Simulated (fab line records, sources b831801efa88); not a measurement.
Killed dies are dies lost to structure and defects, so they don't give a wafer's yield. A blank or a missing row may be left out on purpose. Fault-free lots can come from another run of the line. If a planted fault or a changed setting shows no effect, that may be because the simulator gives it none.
Problem report, 8D (eight disciplines) form, completed by code / flow gf180mcu / the parts of the form that need people (team, actions taken, sign-off) are left out

== 1. WHAT WENT WRONG ==
Mean of beam-energy-keV at GF_LVPWELL_IMPLANT_09: 55.727 across 9 wafers in 3 lots; on wafers with no fault it is 60.002 (standard deviation 0.017). That is -99 or more standard deviations from the usual mean.
First seen on wafer L796.1, day 5 16:18, on implanter-04. At this step, 45 wafers from 15 lots have a number in the record. Rule for "out" (also "out of limits"): further than 4 standard deviations from the usual mean. All remaining wafers that have a number are taken as sound.

== 2. WHAT THIS IS AND IS NOT ==
question=which readings at this step | is=beam-energy-keV | is not=end-station-pressure-torr
question=which lots | is=L796, L797, L800 | is not=L790, L791, L793, L794, L795, L798, L799, L806, L809, L810, L811, L812
question=which wafers of those lots | is=all that have a number | is not=-
question=read on which tools | is=implanter-04 | is not=implanter-02, implanter-03
question=when | is=from day 5 16:18 | is not=up to then (15 sound wafers); but 21 sound wafers of L798, L799, L806, L809, L810, L811, L812 came after

== 3. WHAT RULES OUT EACH SUSPECT ==
Counting: any tool at a process step up to the reading is kept as a suspect provided that every lot that is out went through it and no sound lot did after the first of them.
- implanter-04 at GF_LVPWELL_IMPLANT_09: ruled out as a lasting fault. After its first lot that is out, L796 (day 5 16:18), sound lots L812 ran on it.
Left after counting: nothing in the record.

== 4. THE CAUSE (what the simulator had put in) ==
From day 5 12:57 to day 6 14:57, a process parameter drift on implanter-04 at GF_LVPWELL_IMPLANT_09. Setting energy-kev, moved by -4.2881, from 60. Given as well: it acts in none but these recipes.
Counting ruled it out, wrongly.

== 5. SEQUENCE OF EFFECTS, ordered by route ==
One row per reading whose mean, taken over the struck wafers that have a number, lies over 3 standard deviations from the usual. Only readings for which the record gives a usual standard deviation are gone through. hours: the time from each lot's start at the first step in this table that gives one to its start at this step, as a median over the lots. sigmas: the change in usual standard deviations.
hours=0; step=GF_LVPWELL_IMPLANT_09; reading=beam-energy-keV; usual=60.002; on struck wafers=55.727; change=-4.275; sigmas=-99 or more
It contains these process steps:
- GF_LVPWELL_IMPLANT_09
Later steps that measure or inspect, where all struck wafers having a row at the step show a number for every such reading and not one has moved that far: GF_NSD_CD_MEAS_07.

== 6. HOW IT WOULD HAVE BEEN CAUGHT EARLIER ==
The fault began at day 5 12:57; the first out-of-limits reading in this record came at day 5 16:18, 3 hours later.
